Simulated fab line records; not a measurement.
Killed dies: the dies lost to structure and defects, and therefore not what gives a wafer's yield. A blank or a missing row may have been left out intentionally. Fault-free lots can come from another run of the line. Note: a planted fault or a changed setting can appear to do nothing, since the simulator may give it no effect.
fab line records | flow gf180mcu
record lots=14 wafers=42 last-day=34
route steps=602 shown V1@347
lots untouched by any fault: they come from a run of this same line in which no faults occurred
start-h: start of the lot's first displayed wafer, in hours after the record's first day | wait-h: hours elapsed since this lot's preceding step | " as in the row above | L1.1+2: a single row standing in for several wafers | - no value, or no start given | * or withheld: withheld | < > ~ a bound
route shown NAME@n: NAME is a module with steps in the file, n the number in the route of the first one | usual: mean and standard deviation over wafers with no fault | same: alike in all rows | chamber/n: place in a boat | sites: readings site by site | _std_site: how widely they spread, as a standard deviation | _edge_site: the outer-site mean with the inner-site mean subtracted | radius-mm: how far each site lies from the wafer's centre | mask NAME#n: copy n | behind: the last tool/chamber to shape the wafer | hold: reason for holding the lot/hours on hold/outcome of the hold | device: the transistor (n, p or np) that didn't switch | end of line: tests run on the same wafers once the route is complete | a step given without rows: its recipe and nothing more | killed: dies lost to structure and defects at the first sort, not the wafer's yield | map: a wafer's dies, marking killed ones x, the rest . and places with no die _
set.NAME: setting as actually run; set.NAME@STEP: the setting as run at that earlier step | model.NAME: the simulator's own value behind a step, which no gauge read
route steps across a sampled set of lots; one table per step, one row per wafer
services: the hour from which a tool's chamber was out of use, counted from the record's first day as start-h (under 0 if before that day), plus the number of hours and why
## steps
# step GF_V1_PEB_12
# recipe peb-temp-c=135 peb-time-s=90 resist=KrF
# usual heater-power-total-W=85.71/0.081 plate-temp-C=134.97/0.12 resist-line-temp-C=23.02/0.099
# columns lot.wafer tool chamber start-h wait-h heater-power-total-W plate-temp-C resist-line-temp-C
L694.1 litho-track-04 0 429.72 - 85.80 135.03 22.95
L694.2 " 0 " " 85.78 135.01 23.05
L694.3 " 0 " " 85.51 135.33 23.09
L696.3 litho-track-02 0 440.17 - 85.65 135.00 22.99
L696.4 " 0 " " 85.57 135.05 22.98
L696.6 " 0 " " 85.85 134.90 22.89
L695.1 litho-track-03 0 442.33 - 85.83 134.98 23.03
L695.2 " 0 " " 85.68 134.90 23.00
L695.6 " 0 " " 85.75 134.99 22.96
L697.1 litho-track-03 0 454.33 - 85.65 135.17 23.10
L697.2 " 0 " " 85.66 135.15 23.08
L697.4 " 0 " " 85.71 134.94 23.04
L702.1 litho-track-04 0 492.07 - 85.67 134.91 23.22
L702.3 " 0 " " 85.67 135.03 23.14
L702.6 " 0 " " 85.77 135.01 23.14
L704.2 litho-track-04 0 514.10 - 86.40 135.85 23.02
L704.3 " 0 " " 86.44 135.65 22.99
L704.5 " 0 " " 86.46 135.59 22.99
L705.4 litho-track-04 0 518.62 - 86.42 135.64 22.93
L705.5 " 0 " " 86.41 135.73 23.13
L705.6 " 0 " " 86.46 135.77 22.96
L706.1 litho-track-03 0 520.23 - 85.56 135.03 23.11
L706.5 " 0 " " 85.79 135.00 22.93
L706.6 " 0 " " 85.72 134.95 22.97
L708.1 litho-track-02 0 542.35 - 85.74 135.00 23.18
L708.2 " 0 " " 85.62 135.07 23.00
L708.5 " 0 " " 85.80 134.96 23.10
L710.1 litho-track-02 0 555.60 - 85.72 135.02 22.97
L710.4 " 0 " " 85.81 134.91 23.05
L710.6 " 0 " " 85.69 134.92 22.88
L711.1 litho-track-03 0 560.93 - 85.63 135.14 23.17
L711.4 " 0 " " 85.80 134.82 23.10
L711.6 " 0 " " 85.66 134.99 23.13
L713.2 litho-track-03 0 577.76 - 85.64 135.08 23.03
L713.4 " 0 " " 85.80 134.99 22.98
L713.5 " 0 " " 85.63 135.11 23.04
L715.1 litho-track-02 0 591.20 - 85.74 135.02 23.20
L715.4 " 0 " " 85.58 135.11 23.09
L715.6 " 0 " " 85.69 134.90 23.04
L716.1 litho-track-04 0 600.02 - 85.66 134.98 23.05
L716.3 " 0 " " 85.68 134.73 23.14
L716.4 " 0 " " 85.69 134.73 23.01
# step GF_V1_CD_MEAS_14
# recipe target-cd-nm=260
# usual cd-nm=260.1/1.2
# columns lot.wafer tool chamber start-h wait-h cd-nm
L694.1 cd-sem-02 - 430.07 0.1 259.7
L694.2 " - " " 260.7
L694.3 " - " " 260.2
L696.3 cd-sem-02 - 440.49 0.1 261.0
L696.4 " - " " 261.3
L696.6 " - " " 261.0
L695.1 cd-sem-02 - 442.68 0.1 258.3
L695.2 " - " " 258.5
L695.6 " - " " 258.1
L697.1 cd-sem-01 - 454.68 0.1 261.1
L697.2 " - " " 260.5
L697.4 " - " " 261.0
L702.1 cd-sem-02 - 492.42 0.1 259.5
L702.3 " - " " 259.5
L702.6 " - " " 259.9
L704.2 cd-sem-01 - 514.44 0.1 263.6
L704.3 " - " " 264.4
L704.5 " - " " 263.9
L705.4 cd-sem-01 - 518.93 0.1 261.3
L705.5 " - " " 261.7
L705.6 " - " " 263.4
L706.1 cd-sem-02 - 520.58 0.1 261.3
L706.5 " - " " 260.8
L706.6 " - " " 260.8
L708.1 cd-sem-02 - 542.70 0.1 260.5
L708.2 " - " " 261.1
L708.5 " - " " 260.9
L710.1 cd-sem-02 - 555.95 0.1 260.7
L710.4 " - " " 260.4
L710.6 " - " " 260.2
L711.1 cd-sem-01 - 561.28 0.1 258.5
L711.4 " - " " 259.3
L711.6 " - " " 258.3
L713.2 cd-sem-01 - 578.10 0.1 261.0
L713.4 " - " " 262.4
L713.5 " - " " 262.0
L715.1 cd-sem-01 - 591.55 0.1 260.7
L715.4 " - " " 260.7
L715.6 " - " " 260.6
L716.1 cd-sem-02 - 600.37 0.1 261.1
L716.3 " - " " 262.0
L716.4 " - " " 260.5
## services
# columns tool chamber start-h hours kind
litho-track-03 - 465.84 - consumable-replace:filter
## key
first-sign step=GF_V1_PEB_12 reading=heater-power-total-W direction=up sigmas=9 usual=85.71 struck=86.43
effect step=GF_V1_PEB_12 reading=plate-temp-C direction=up sigmas=5.9 usual=* struck=*
effect step=GF_V1_CD_MEAS_14 reading=cd-nm direction=up sigmas=2.5 usual=260.1 struck=263.0
met-at GF_V1_PEB_12
struck-lots L704,L705
onset-between 492.07 514.10
fault kind=process-parameter-drift tool=litho-track-04 chamber=- onset-h=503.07 steps=GF_V1_PEB_12 channel=peb-temp-c offset=* shape=step end-h=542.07 acts-in=* stated=*
